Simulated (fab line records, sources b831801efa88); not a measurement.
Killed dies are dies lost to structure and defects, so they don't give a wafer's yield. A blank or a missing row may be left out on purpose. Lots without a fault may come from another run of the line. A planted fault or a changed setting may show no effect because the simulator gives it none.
Chamber matching | flow gf180mcu | GF_V2_CVD_02 on pecvd-04: 3 sister chambers
The step deposits SiO2 from TEOS, target thk 850 nm, time 94.851 s. 3 wafers are shown with their chamber, then 10 later ones without.

WAFERS WITH THEIR CHAMBER
wafer  | chamber | heater_power_w (W)
L085.4 | 1       | 530
L088.3 | 0       | 701
L088.4 | 2       | 619

WAFERS WITHOUT THEIR CHAMBER
wafer  | heater_power_w (W)
L088.6 | 615
L089.2 | 552
L089.5 | 567
L089.6 | 671
L094.3 | 585
L094.4 | 657
L094.5 | 551
L095.2 | 673
L095.3 | 636
L095.4 | 523

WHICH CHAMBER EACH WENT THROUGH
wafer  | from the rows above     | in truth
L088.6 | 2                       | 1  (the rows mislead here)
L089.2 | can't be placed: 1 or 2 | 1
L089.5 | can't be placed: 1 or 2 | 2
L089.6 | can't be placed: 0 or 2 | 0
L094.3 | can't be placed: 2 or 1 | 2
L094.4 | can't be placed: 2 or 0 | 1
L094.5 | can't be placed: 1 or 2 | 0
L095.2 | can't be placed: 0 or 2 | 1
L095.3 | can't be placed: 2 or 0 | 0
L095.4 | 1                       | 1
Placed correctly: 1 of 10. Can't be placed from these rows: 8 (the true chamber is among the candidates in 5). Placed wrongly: 1.
How it was worked out, from the rows above alone: a wafer's distance from a chamber is the root of the sum, over the readings, of the square of ((its reading less the chamber's mean) divided by the reading's scatter). The wafer belongs to the nearest chamber; if the next one is less than 2 further off, it can't be placed. A chamber's mean is the mean of its shown wafers. The scatter: with one shown wafer a chamber, the root of the mean of the squares of how far each hidden wafer lies from its nearest shown one.
